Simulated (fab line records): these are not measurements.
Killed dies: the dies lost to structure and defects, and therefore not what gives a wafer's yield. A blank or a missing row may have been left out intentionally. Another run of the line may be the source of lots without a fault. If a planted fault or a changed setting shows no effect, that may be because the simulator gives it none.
Which tool did it? | flow gf180mcu | 42 wafers from 14 lots sampled at 4 of the route's 602 steps

== WHAT THE GAUGES READ, wafer by wafer ==
GF_PASSIVATION_THK_MEAS_03.
lot  | measured     | on            | PASSIVATION_CVD_02_THK (nm)
L212 | day 28 02:16 | film-metro-03 | 694 695 697
L213 | day 28 09:29 | film-metro-02 | 700 686 706
L215 | day 29 04:41 | film-metro-03 | 697 706 695
L216 | day 29 09:25 | film-metro-02 | 695 683 700
L218 | day 30 02:07 | film-metro-02 | 683 688 708
L219 | day 30 10:42 | film-metro-04 | 709 715 704
L220 | day 30 13:15 | film-metro-02 | 689 695 699
L226 | day 32 03:51 | film-metro-04 | 693 716 701
L227 | day 32 13:26 | film-metro-02 | 701 709 708
L229 | day 32 19:07 | film-metro-04 | 694 700 708
L231 | day 33 10:02 | film-metro-03 | 680 700 702
L232 | day 33 14:38 | film-metro-03 | 696 698 698
L233 | day 33 21:20 | film-metro-03 | 691 699 704
L235 | day 34 10:35 | film-metro-04 | 706 724 711

== TOOL THAT RAN EACH LOT (tool first, then ch and the chambers of the sampled wafers, then the start) ==
lot  | GF_DUAL_GATE_OXIDATION_15     | GF_TOP_METAL_SPUTTER_02      | GF_TOP_METAL_METAL_ETCH_16
L212 | furnace-02 ch 0, day 8 09:46  | pvd-sputter-01, day 27 05:00 | rie-metal-04 ch 0,1, day 28 00:55
L213 | furnace-01 ch 0, day 8 15:44  | pvd-sputter-03, day 27 12:17 | rie-metal-02 ch 0,1, day 28 08:19
L215 | furnace-01 ch 0, day 9 07:43  | pvd-sputter-01, day 28 08:06 | rie-metal-04 ch 0,1, day 29 03:32
L216 | furnace-02 ch 0, day 9 13:13  | pvd-sputter-04, day 28 12:56 | rie-metal-01 ch 0,1, day 29 08:14
L218 | furnace-02 ch 0, day 10 02:37 | pvd-sputter-01, day 29 06:03 | rie-metal-02 ch 0,1, day 30 00:58
L219 | furnace-01 ch 0, day 10 09:13 | pvd-sputter-04, day 29 14:23 | rie-metal-01 ch 0,1, day 30 09:32
L220 | furnace-02 ch 0, day 10 17:42 | pvd-sputter-03, day 29 16:58 | rie-metal-04 ch 0,1, day 30 12:05
L226 | furnace-01 ch 0, day 12 09:53 | pvd-sputter-01, day 31 09:32 | rie-metal-02 ch 0,1, day 32 02:39
L227 | furnace-01 ch 0, day 12 17:05 | pvd-sputter-03, day 31 19:10 | rie-metal-04 ch 0,1, day 32 12:17
L229 | furnace-01 ch 0, day 13 05:07 | pvd-sputter-04, day 32 02:00 | rie-metal-04 ch 0,1, day 32 17:56
L231 | furnace-02 ch 0, day 13 21:52 | pvd-sputter-01, day 32 16:52 | rie-metal-01 ch 0,1, day 33 08:55
L232 | furnace-02 ch 0, day 14 03:44 | pvd-sputter-01, day 32 22:11 | rie-metal-01 ch 0,1, day 33 13:30
L233 | furnace-02 ch 0, day 14 07:52 | pvd-sputter-01, day 33 04:29 | rie-metal-02 ch 0,1, day 33 20:08
L235 | furnace-02 ch 0, day 15 00:56 | pvd-sputter-03, day 33 18:12 | rie-metal-01 ch 0,1, day 34 09:25
- GF_DUAL_GATE_OXIDATION_15: stabilise 600 s, purge 300 s, target thk 7.098 nm.
- GF_TOP_METAL_SPUTTER_02: material AlCu, target thk 900 nm, time 47.82 s.
- GF_TOP_METAL_METAL_ETCH_16: etches the open film in Cl2/BCl3, stops on SiO2, target depth 1197 nm, time 199.5 s.

== AS READ BY THE TOOLS THEMSELVES (means over the sampled wafers that have a number; for cases with no such wafer, the mark the record gives instead) ==
GF_DUAL_GATE_OXIDATION_15.
lot  | tool       | tube_center_temp_C_max
L212 | furnace-02 | 851.9
L213 | furnace-01 | 852.0
L215 | furnace-01 | 852.2
L216 | furnace-02 | 852.1
L218 | furnace-02 | 852.3
L219 | furnace-01 | 852.2
L220 | furnace-02 | 852.3
L226 | furnace-01 | 852.2
L227 | furnace-01 | 851.8
L229 | furnace-01 | 852.3
L231 | furnace-02 | 852.2
L232 | furnace-02 | 852.4
L233 | furnace-02 | 852.7
L235 | furnace-02 | 852.0

GF_TOP_METAL_SPUTTER_02.
lot  | tool           | chamber-pressure-pa (Pa) | throttle-valve-pct (%)
L212 | pvd-sputter-01 | 0.2999                   | 30.6
L213 | pvd-sputter-03 | 0.2997                   | 30.7
L215 | pvd-sputter-01 | 0.3002                   | 31.4
L216 | pvd-sputter-04 | 0.3006                   | 29.8
L218 | pvd-sputter-01 | 0.3000                   | 30.6
L219 | pvd-sputter-04 | 0.2998                   | 30.0
L220 | pvd-sputter-03 | 0.3002                   | 30.4
L226 | pvd-sputter-01 | 0.3003                   | 30.5
L227 | pvd-sputter-03 | 0.2998                   | 30.3
L229 | pvd-sputter-04 | 0.2997                   | 29.8
L231 | pvd-sputter-01 | 0.2996                   | 29.8
L232 | pvd-sputter-01 | 0.3001                   | 29.6
L233 | pvd-sputter-01 | 0.3001                   | 30.6
L235 | pvd-sputter-03 | 0.3003                   | 29.5

GF_TOP_METAL_METAL_ETCH_16.
lot  | tool         | drypump-motor-current-A (A) | oes-product-au (a.u.) | throttle-valve-pct (%)
L212 | rie-metal-04 | 6.0                         | 0.990                 | 28.220
L213 | rie-metal-02 | 5.9                         | 0.994                 | 28.221
L215 | rie-metal-04 | 5.6                         | 0.992                 | 28.229
L216 | rie-metal-01 | 5.5                         | 0.990                 | 28.243
L218 | rie-metal-02 | 5.7                         | 0.987                 | 28.237
L219 | rie-metal-01 | 5.5                         | 0.988                 | 28.231
L220 | rie-metal-04 | 5.7                         | 0.990                 | 28.219
L226 | rie-metal-02 | 5.7                         | 0.991                 | 28.225
L227 | rie-metal-04 | 5.7                         | 0.994                 | 28.228
L229 | rie-metal-04 | 5.9                         | 0.994                 | 28.224
L231 | rie-metal-01 | 5.5                         | 0.987                 | 28.234
L232 | rie-metal-01 | 5.5                         | 0.983                 | 28.238
L233 | rie-metal-02 | 5.7                         | 0.988                 | 28.221
L235 | rie-metal-01 | 5.5                         | 0.984                 | 28.229

== THE ANSWER, worked out from the rows above alone ==
Rule: the lots themselves supply what counts as usual. Put in order of their means at a reading, lots are off if they are a third of the lots or fewer, leave a main group of 4 or more, and stand apart from it by a gap of 3 or more times the standard deviation of the main group's means; of several such gaps the widest counts. Not used: any main group whose means are identical at the precision the tables above print for the reading. A lot without any number at a reading at which 4 lots or more have one is off too. Where the step has rows for the other lots, those lots are counted as sound. After the gauges, taken in route order, come the tools' own readings; for these a lot's mean is taken, as printed above. At the first step where some lot is off, the reading lying furthest off is the one used; lots without a number count as furthest.
Across all readings shown, no lot is off: no conclusion can be drawn from this.

== WHAT WAS PUT IN BY THE SIMULATOR ==
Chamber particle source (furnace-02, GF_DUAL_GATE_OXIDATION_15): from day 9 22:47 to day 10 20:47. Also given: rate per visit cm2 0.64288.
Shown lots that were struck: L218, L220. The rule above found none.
